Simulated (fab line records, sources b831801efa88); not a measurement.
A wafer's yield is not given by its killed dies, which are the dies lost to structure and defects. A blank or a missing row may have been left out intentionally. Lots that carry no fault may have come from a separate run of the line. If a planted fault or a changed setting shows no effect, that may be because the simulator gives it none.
A struck lot beside a sound one    flow sfq-line    42 steps out of a route of 325
Sound: the wafers L582.2, L582.5, L582.6. Struck: wafer L586.3. (L586.2, L586.4 of the same lot were not struck and are left out.) The cause comes at the end.
Order at every step that has rows: each side's tool, ch and its chambers, its first start. Under that, the readings that differ: sound wafers    struck wafers    difference of the means    sigmas: that difference in standard deviations of wafers without a fault.
alike: words and numbers the same on both sides, and readings whose means are apart by under 2 such deviations; not compared: readings that were withheld, readings missing a value for some wafer, numbers with overlapping values and no deviation given by the record, and bounds like >300 which may hide the same value.
Wherever a step has rows on one side only, a row that says differs or no value, or a row with sigmas, the two part there. Non-overlapping numbers with no deviation appear without sigmas and do not part them. A reading that every wafer of one side lacks parts them only if that side has two wafers or more.

first, 6 steps without rows for these wafers: SFQ_TRILAYER_M2_LITHO_COAT_062 (resist thk 62 nm); SFQ_TRILAYER_M2_LITHO_COAT_057 (resist thk 600 nm); SFQ_TRILAYER_M2_LITHO_SOFTBAKE_061; SFQ_TRILAYER_M2_LITHO_EXPOSE_058 (exposes mask M2, target cd 500 nm); SFQ_TRILAYER_M2_LITHO_PEB_060 (peb time 60 s); SFQ_TRILAYER_M2_LITHO_DEVELOP_059 (time 60 s).
SFQ_M2_OVL_MEAS_916:
  sound on overlay-02 at day 32 14:31; struck on overlay-01 at day 32 21:43
reading      sound     struck  difference  sigmas
M2_OVL (nm)  11 12 16  -2      -15         -3
then, 1 step without rows for these wafers: SFQ_TRILAYER_M2_BARC_OPEN_METAL_ETCH_077 (etches BARC in O2, target depth 125 nm, time 41.7 s).
SFQ_TRILAYER_M2_ETCH_METAL_ETCH_060: etches Nb in Cl2/Ar, stops on SiO2, target depth 240 nm, time 120 s.
  sound on rie-metal-03 ch 1, day 32 14:42; struck on rie-metal-03 ch 0, day 32 21:48
  alike: chamber-pressure-mTorr, drypump-motor-current-A, oes-product-au
  not compared: rf-hours-counter-h
SFQ_TRILAYER_M2_STRIP_STRIP_061: strips in O2.
  sound on rie-metal-03 ch 1, day 32 15:07; struck on rie-metal-03 ch 0, day 32 21:55
  alike: chamber-pressure-mTorr, drypump-motor-current-A, oes-product-au
  not compared: rf-hours-counter-h
then, 2 steps without rows for these wafers: SFQ_TRILAYER_M2_STRIP_SOLV_CLEAN_062 (cleans in NMP, time 600 s); SFQ_TRILAYER_I2_DEP_PECVD_063 (deposits SiO2 from SiH4/N2O, time 111.11 s, target thk 500 nm).
SFQ_TRILAYER_I2_CMP_CMP_064: polishes SiO2.
  sound on cmp-01 ch 0,2,3, day 32 17:52; struck on cmp-01 ch 0, day 32 23:00
reading                                              sound              struck  difference  sigmas
time-to-endpoint-s (s)                               202 217 211        264     +54         +6
model.SiO2_of_TRILAYER_I2_DEP_PECVD_063.thk-nm (nm)  198.1 200.2 199.3  151.5   -47.7       
  alike: motor-current-A
SFQ_I2_BOW_MEAS_917:
  sound on film-metro-04 at day 32 19:23; struck on film-metro-01 at day 33 02:01
  alike: I2_BOW
SFQ_TRILAYER_I2_METRO_MEASURE_065:
  sound on film-metro-04 at day 32 19:41; struck on film-metro-01 at day 33 02:19
reading      sound              struck  difference  sigmas
thk-nm (nm)  198.2 200.4 199.3  151.6   -47.7       -43
then, 6 steps without rows for these wafers: SFQ_TRILAYER_I2_VIA_LITHO_COAT_072 (resist thk 62 nm); SFQ_TRILAYER_I2_VIA_LITHO_COAT_067 (resist thk 650 nm); SFQ_TRILAYER_I2_VIA_LITHO_SOFTBAKE_071; SFQ_TRILAYER_I2_VIA_LITHO_EXPOSE_068 (exposes mask I2, target cd 500 nm); SFQ_TRILAYER_I2_VIA_LITHO_PEB_070 (peb time 60 s); SFQ_TRILAYER_I2_VIA_LITHO_DEVELOP_069 (time 60 s).
-- the record jumps here: 6 days lie between the struck wafers' starts before and after --
SFQ_I2_OVL_MEAS_918:
  sound on overlay-01 at day 38 07:24; struck on overlay-02 at day 38 15:48
  alike: I2_OVL
then, 1 step without rows for these wafers: SFQ_TRILAYER_I2_VIA_BARC_OPEN_VIA_ETCH_096 (etches BARC in O2, target depth 125 nm, time 41.7 s).
SFQ_TRILAYER_I2_VIA_ETCH_VIA_ETCH_070: etches SiO2 in CHF3, stops on Nb, target depth 260 nm.
  sound on rie-diel-02 ch 1,2,3, day 38 07:28; struck on rie-diel-01 ch 0, day 38 15:52
reading                         sound              struck  difference  sigmas
oes-product-au (a.u.)           0.854 0.855 0.847  0.736   -0.116      -21
model.etch.depth-nm (nm)        198.1 200.2 199.3  151.5   -47.7       
model.I2.feature-depth-nm (nm)  198.1 200.2 199.3  151.5   -47.7       
  alike: chamber-pressure-mTorr, drypump-motor-current-A
SFQ_TRILAYER_I2_VIA_STRIP_STRIP_071: strips in O2.
  sound on rie-metal-02 ch 0,1, day 38 07:35; struck on rie-metal-02 ch 1, day 38 15:59
  alike: chamber-pressure-mTorr, drypump-motor-current-A, oes-product-au
  not compared: rf-hours-counter-h
then, 1 step without rows for these wafers: SFQ_TRILAYER_I2_VIA_STRIP_SOLV_CLEAN_072 (cleans in NMP, time 600 s).
SFQ_TRILAYER_M3_DEP_PRE_CLEAN_074: time 22.5 s.
  sound on pvd-sputter-03 at day 38 08:22; struck on pvd-sputter-05 at day 38 16:46
reading                                              sound              struck  difference  sigmas
model.SiO2_of_TRILAYER_I2_DEP_PECVD_063.thk-nm (nm)  190.6 192.7 191.8  144     -48         
then, 1 step without rows for these wafers: SFQ_TRILAYER_M3_DEP_SPUTTER_073 (material Nb, target thk 200 nm, time 133.3 s).
SFQ_M3_RS_MEAS_919: a four-point-probe measurement.
  sound on film-metro-01 at day 38 08:30; struck on film-metro-03 at day 38 16:54
  alike: M3_NB_RS
then, 6 steps without rows for these wafers: SFQ_TRILAYER_M3_LITHO_COAT_080 (resist thk 62 nm); SFQ_TRILAYER_M3_LITHO_COAT_075 (resist thk 600 nm); SFQ_TRILAYER_M3_LITHO_SOFTBAKE_079; SFQ_TRILAYER_M3_LITHO_EXPOSE_076 (exposes mask M3, target cd 500 nm); SFQ_TRILAYER_M3_LITHO_PEB_078 (peb time 60 s); SFQ_TRILAYER_M3_LITHO_DEVELOP_077 (time 60 s).
-- the record jumps here: 4 days lie between the struck wafers' starts before and after --
SFQ_M3_OVL_MEAS_921:
  sound on overlay-02 at day 42 16:17; struck on overlay-02 at day 43 02:16
reading      sound  struck  difference  sigmas
M3_OVL (nm)  5 5 8  -13     -19         -3
SFQ_TRILAYER_M3_BARC_OPEN_METAL_ETCH_100: etches BARC in O2, target depth 125 nm, time 41.7 s.
  sound on rie-metal-01 ch 0,1, day 42 16:19; struck on rie-metal-01 ch 1, day 43 02:18
  alike: chamber-pressure-mTorr, drypump-motor-current-A, oes-product-au
  not compared: rf-hours-counter-h
then, 3 steps without rows for these wafers: SFQ_TRILAYER_M3_ETCH_METAL_ETCH_078 (etches Nb in Cl2/Ar, stops on SiO2, target depth 240 nm, time 120 s); SFQ_TRILAYER_M3_STRIP_STRIP_079 (strips in O2); SFQ_TRILAYER_M3_STRIP_SOLV_CLEAN_080 (cleans in NMP, time 600 s).
SFQ_TRILAYER_I3_DEP_PECVD_081: deposits SiO2 from SiH4/N2O, time 111.11 s, target thk 500 nm.
  sound on pecvd-03 ch 0,1, day 42 17:17; struck on pecvd-02 ch 1, day 43 03:16
reading                 sound           struck  difference  sigmas
throttle-valve-pct (%)  22.9 22.4 23.0  25.3    +2.5        +3
  alike: heater-power-w, susceptor-temp-C
-- the record jumps here: 46 days lie between the struck wafers' starts before and after --
SFQ_M8_BOW_MEAS_951:
  sound on film-metro-01 at day 88 02:04; struck on film-metro-01 at day 89 06:52
reading                  sound              struck  difference  sigmas
model.etest.i2.link-ohm  1.958 1.946 1.966  1.915   -0.042      
  alike: M8_BOW

WHERE THEY PART
Last at SFQ_TRILAYER_I3_DEP_PECVD_081 as far as this record goes, first at SFQ_M2_OVL_MEAS_916. Later steps at which nothing parts them and some readings are alike: SFQ_M8_BOW_MEAS_951.

WHY: what had been put in by the simulator
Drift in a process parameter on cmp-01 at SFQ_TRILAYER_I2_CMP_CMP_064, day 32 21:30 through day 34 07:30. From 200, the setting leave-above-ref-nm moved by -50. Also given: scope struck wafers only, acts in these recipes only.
